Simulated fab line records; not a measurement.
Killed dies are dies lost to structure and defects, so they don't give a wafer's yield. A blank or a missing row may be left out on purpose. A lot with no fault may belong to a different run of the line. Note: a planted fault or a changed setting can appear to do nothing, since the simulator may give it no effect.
Which tool was responsible? | flow sky130 | 24 lots, 72 wafers sampled, at 4 steps of a route of 708

## WHAT THE GAUGES SHOWED, per wafer
SKY_POLY_GATE_THK_MEAS_01.
lot  | measured     | on            | POLY_GATE_CVD_00_THK (nm)
L074 | day 14 03:31 | film-metro-01 | 178.4 178.9 179.3
L075 | day 14 12:22 | film-metro-04 | 179.2 179.1 177.9
L076 | day 14 12:22 | film-metro-02 | 178.9 178.9 178.1
L077 | day 14 21:04 | film-metro-01 | 181.7 181.1 182.7
L078 | day 15 09:43 | film-metro-02 | 182.8 182.3 181.0
L079 | day 15 11:36 | film-metro-04 | 178.8 179.3 177.4
L080 | day 15 21:37 | film-metro-04 | 178.1 179.7 179.3
L081 | day 17 06:47 | film-metro-02 | 177.5 178.0 178.7
L082 | day 17 06:47 | film-metro-01 | 180.1 178.6 180.4
L083 | day 17 18:32 | film-metro-04 | 177.8 177.8 177.1
L085 | day 18 12:07 | film-metro-02 | 181.4 181.9 181.8
L084 | day 18 12:07 | film-metro-01 | 179.5 180.3 181.2
L086 | day 19 00:55 | film-metro-01 | 180.8 181.0 180.6
L088 | day 19 09:23 | film-metro-02 | 181.1 179.5 179.2
L087 | day 19 09:24 | film-metro-04 | 179.5 179.3 179.2
L089 | day 20 00:03 | film-metro-01 | 180.3 181.0 180.0
L090 | day 20 15:09 | film-metro-02 | 181.8 181.2 181.5
L091 | day 20 15:09 | film-metro-04 | 179.3 176.6 178.4
L093 | day 21 03:45 | film-metro-02 | 180.3 179.8 179.9
L094 | day 21 03:45 | film-metro-01 | 184.2 183.5 182.2
L092 | day 21 03:46 | film-metro-04 | 181.4 180.6 179.5
L095 | day 21 16:26 | film-metro-01 | 183.1 183.4 183.0
L096 | day 22 00:29 | film-metro-04 | 182.1 182.3 182.7
L097 | day 22 02:00 | film-metro-04 | 178.6 179.9 179.1

SKY_VIA1_OVL_MEAS_13.
lot  | measured     | on         | VIA1_OVL (nm)
L074 | day 33 23:02 | overlay-02 | -3 -2 0
L075 | day 34 13:19 | overlay-01 | 1 0 0
L076 | day 34 11:43 | overlay-02 | -3 -6 -4
L077 | day 34 21:50 | overlay-01 | -3 -6 2
L078 | day 35 08:46 | overlay-01 | -1 -2 3
L079 | day 35 10:15 | overlay-01 | 4 0 3
L080 | day 35 21:09 | overlay-02 | -6 -7 -3
L081 | day 36 21:50 | overlay-02 | -1 10 2
L082 | day 36 23:27 | overlay-01 | -7 0 -8
L083 | day 37 07:00 | overlay-02 | 4 -7 -2
L085 | day 38 01:48 | overlay-01 | 1 2 6
L084 | day 37 22:20 | overlay-01 | 8 6 4
L086 | day 38 08:51 | overlay-01 | -1 -2 -6
L088 | day 38 21:54 | overlay-01 | -7 -5 1
L087 | day 38 22:15 | overlay-01 | -5 -3 -4
L089 | day 39 05:26 | overlay-01 | 10 4 3
L090 | day 39 19:43 | overlay-02 | 4 2 6
L091 | day 39 18:05 | overlay-01 | 2 2 -3
L093 | day 40 02:15 | overlay-02 | -5 -4 5
L094 | day 40 07:44 | overlay-02 | -4 -2 0
L092 | day 40 07:34 | overlay-01 | -3 -1 -1
L095 | day 40 13:56 | overlay-01 | 0 0 -2
L096 | day 40 22:43 | overlay-02 | -1 -2 7
L097 | day 41 00:50 | overlay-01 | -6 -2 -4

## EACH LOT AND THE TOOL THAT RAN IT (in order: tool; ch and the chambers of the sampled wafers; start)
lot  | SKY_POLY_GATE_ETCH_16              | SKY_METAL1_SPUTTER_00
L074 | rie-diel-04 ch 0,2, day 16 12:41   | pvd-sputter-02, day 31 16:28
L075 | rie-diel-01 ch 0,3, day 16 23:38   | pvd-sputter-02, day 32 06:19
L076 | rie-diel-04 ch 1,2, day 16 23:25   | pvd-sputter-02, day 32 04:42
L077 | rie-diel-04 ch 0,1,2, day 17 06:26 | pvd-sputter-02, day 32 15:53
L078 | rie-diel-04 ch 0,1, day 17 18:07   | pvd-sputter-02, day 33 02:43
L079 | rie-diel-02 ch 0,2, day 17 20:55   | pvd-sputter-01, day 33 04:13
L080 | rie-diel-01 ch 1,2,3, day 18 07:32 | pvd-sputter-04, day 33 14:40
L081 | rie-diel-04 ch 2,3, day 19 19:01   | pvd-sputter-01, day 34 16:04
L082 | rie-diel-02 ch 0,1,3, day 19 20:19 | pvd-sputter-04, day 34 17:34
L083 | rie-diel-04 ch 0,1,2, day 20 05:46 | pvd-sputter-02, day 35 03:02
L085 | rie-diel-02 ch 0,1,2, day 21 01:58 | pvd-sputter-04, day 35 19:58
L084 | rie-diel-01 ch 0,1,2, day 21 00:37 | pvd-sputter-04, day 35 17:25
L086 | rie-diel-04 ch 0,3, day 21 14:40   | pvd-sputter-02, day 36 02:49
L088 | rie-diel-04 ch 2,3, day 21 23:26   | pvd-sputter-04, day 36 15:40
L087 | rie-diel-01 ch 1,2, day 22 00:34   | pvd-sputter-02, day 36 16:16
L089 | rie-diel-01 ch 0,1,2, day 22 12:40 | pvd-sputter-04, day 36 23:43
L090 | rie-diel-02 ch 0,1, day 23 06:04   | pvd-sputter-02, day 37 16:46
L091 | rie-diel-01 ch 0,1,2, day 23 05:34 | pvd-sputter-04, day 37 15:50
L093 | rie-diel-01 ch 1,3, day 23 17:40   | pvd-sputter-04, day 37 22:01
L094 | rie-diel-02 ch 0,1,2, day 23 18:43 | pvd-sputter-04, day 38 04:26
L092 | rie-diel-04 ch 1,2,3, day 23 18:11 | pvd-sputter-01, day 38 04:05
L095 | rie-diel-02 ch 1,3, day 24 06:17   | pvd-sputter-04, day 38 10:23
L096 | rie-diel-02 ch 1,2,3, day 24 15:19 | pvd-sputter-02, day 38 20:21
L097 | rie-diel-04 ch 1,2, day 24 16:41   | pvd-sputter-01, day 38 21:46
- SKY_POLY_GATE_ETCH_16: etches Si3N4 in CH3F/O2, stops on poly-Si, time 147.5 s, target depth 75 nm.
- SKY_METAL1_SPUTTER_00: material Ti, target thk 15 nm, time 10 s.

## AS READ BY THE TOOLS THEMSELVES (means over the sampled wafers that have a number; for cases with no such wafer, the mark the record gives instead)
SKY_POLY_GATE_ETCH_16.
lot  | tool        | drypump-motor-current-A (A) | oes-product-au (a.u.) | throttle-valve-pct (%)
L074 | rie-diel-04 | 5.2                         | 0.643                 | 10.530
L075 | rie-diel-01 | 5.7                         | 0.639                 | 10.541
L076 | rie-diel-04 | 5.0                         | 0.643                 | 10.529
L077 | rie-diel-04 | 5.1                         | 0.643                 | 10.524
L078 | rie-diel-04 | 5.2                         | 0.633                 | 10.536
L079 | rie-diel-02 | 6.1                         | 0.646                 | 10.529
L080 | rie-diel-01 | 5.3                         | 0.644                 | 10.534
L081 | rie-diel-04 | 5.6                         | 0.644                 | 10.538
L082 | rie-diel-02 | 5.5                         | 0.639                 | 10.538
L083 | rie-diel-04 | 5.1                         | 0.644                 | 10.538
L085 | rie-diel-02 | 5.8                         | 0.635                 | 10.535
L084 | rie-diel-01 | 5.4                         | 0.640                 | 10.527
L086 | rie-diel-04 | 5.6                         | 0.636                 | 10.521
L088 | rie-diel-04 | 5.6                         | 0.652                 | 10.537
L087 | rie-diel-01 | 5.3                         | 0.639                 | 10.531
L089 | rie-diel-01 | 5.4                         | 0.646                 | 10.534
L090 | rie-diel-02 | 5.7                         | 0.644                 | 10.538
L091 | rie-diel-01 | 5.4                         | 0.637                 | 10.538
L093 | rie-diel-01 | 5.6                         | 0.641                 | 10.534
L094 | rie-diel-02 | 5.8                         | 0.640                 | 10.528
L092 | rie-diel-04 | 5.3                         | 0.640                 | 10.531
L095 | rie-diel-02 | 5.3                         | 0.645                 | 10.534
L096 | rie-diel-02 | 5.6                         | 0.637                 | 10.542
L097 | rie-diel-04 | 4.9                         | 0.642                 | 10.522

SKY_METAL1_SPUTTER_00.
lot  | tool           | throttle-valve-pct (%)
L074 | pvd-sputter-02 | 29.3
L075 | pvd-sputter-02 | 29.3
L076 | pvd-sputter-02 | 29.3
L077 | pvd-sputter-02 | 29.5
L078 | pvd-sputter-02 | 29.1
L079 | pvd-sputter-01 | 29.6
L080 | pvd-sputter-04 | 30.0
L081 | pvd-sputter-01 | 29.9
L082 | pvd-sputter-04 | 29.7
L083 | pvd-sputter-02 | 29.5
L085 | pvd-sputter-04 | 30.5
L084 | pvd-sputter-04 | 30.9
L086 | pvd-sputter-02 | 29.3
L088 | pvd-sputter-04 | 29.2
L087 | pvd-sputter-02 | 29.4
L089 | pvd-sputter-04 | 30.0
L090 | pvd-sputter-02 | 29.4
L091 | pvd-sputter-04 | 29.8
L093 | pvd-sputter-04 | 30.1
L094 | pvd-sputter-04 | 30.0
L092 | pvd-sputter-01 | 29.7
L095 | pvd-sputter-04 | 30.1
L096 | pvd-sputter-02 | 29.2
L097 | pvd-sputter-01 | 30.0

## THE ANSWER, worked out from the rows above alone
Rule: the lots themselves supply what counts as usual. Put in order of their means at a reading, lots are off if they are a third of the lots or fewer, leave a main group of 4 or more, and stand apart from it by a gap of 3 or more times the standard deviation of the main group's means; of several such gaps the widest counts. If all means in a main group match to the digits the tables above print for the reading, that group is not used. Also off: a lot with no number at a reading for which 4 or more lots have one. Where the step has rows for the other lots, those lots are counted as sound. After the gauges, taken in route order, come the tools' own readings; for these a lot's mean is taken, as printed above. At the first step where some lot is off, the reading lying furthest off is the one used; lots without a number count as furthest.
No lot is off on any of the readings shown, so nothing can be concluded from this.

## WHAT WAS PUT IN BY THE SIMULATOR
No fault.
